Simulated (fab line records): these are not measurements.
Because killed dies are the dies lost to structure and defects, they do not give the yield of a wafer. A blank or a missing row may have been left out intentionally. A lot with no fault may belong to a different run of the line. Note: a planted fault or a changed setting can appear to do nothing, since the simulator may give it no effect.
Code-filled problem report in 8D (eight disciplines) form ; flow sky130 ; the parts of the form that need people (team, actions taken, sign-off) are left out

== 1. THE PROBLEM ==
Wafers without a fault read 300.0 sccm, standard deviation 0.93; n2 flow sccm at SKY_LDD_HVN_STRIP_09 reads a mean of 360.3 sccm on 6 wafers belonging to 2 lots. That is +65 standard deviations from the usual mean.
The step: strips in O2/N2.
Seen first at day 20 17:11 on plasma asher-02, wafer L286.1. At this step, 36 wafers from 12 lots have a number in the record. Rule for "out", or "out of limits": more than 4 standard deviations from the usual mean. The rest of the wafers with a number are treated as sound.

== 2. WHAT IT IS, AND WHAT IT ISN'T ==
question;is;is not
which readings at this step;n2 flow sccm;drypump motor current A, strip time to endpoint s
which lots;L286, L287;L284, L296, L297, L298, L299, L300, L302, L303, L304, L305
which wafers of those lots;all that have a number;-
read on which tools;plasma asher-02;plasma asher-03, plasma asher-04
when;from day 20 17:11;"up to then (3 sound wafers); but 27 sound wafers of L296, L297, L298, L299, L300, L302, L303, L304, L305 came after"

== 3. THE SUSPECTS, EACH WITH WHAT RULES IT OUT ==
Counting: a tool at a process step up to the reading stays a suspect if it ran every lot that is out and no sound lot after the first of them.
- plasma asher-02 at SKY_LDD_HVN_STRIP_09 (strips in O2/N2): ruled out as a lasting fault. The sound lots L296, L297, L300, L304, L305 went through it after L286, its earliest lot that is out (day 20 17:11).
Left after counting: nothing in the record.

== 4. THE CAUSE (what the simulator had put in) ==
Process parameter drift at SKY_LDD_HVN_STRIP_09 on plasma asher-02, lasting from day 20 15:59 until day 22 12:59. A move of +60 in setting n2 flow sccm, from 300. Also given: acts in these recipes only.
Counting ruled it out, wrongly.

== 5. SEQUENCE OF EFFECTS, ordered by route ==
One row per reading whose mean, taken over the struck wafers that have a number, lies over 3 standard deviations from the usual. Readings are gone through only where the record gives a usual standard deviation; hours: the median, over the lots, of the time from a lot's start at the first step in this table giving one to that lot's start at this step; sigmas: the change measured in usual standard deviations.
hours;step;reading;usual;on struck wafers;change;sigmas
0;SKY_LDD_HVN_STRIP_09;n2 flow sccm;300.0 sccm;360.3;+60.3;+65
Process steps it contains:
- SKY_LDD_HVN_STRIP_09: strips in O2/N2.
Later measuring or inspecting steps at which every struck wafer that the step has a row for has a number for every such reading, and none has moved that far: SKY_CAPM_OVL_MEAS_12.

== 6. WHAT WOULD HAVE CAUGHT IT SOONER ==
In this record the first reading out of limits was taken at day 20 17:11, 1 hour after the fault began at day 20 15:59.
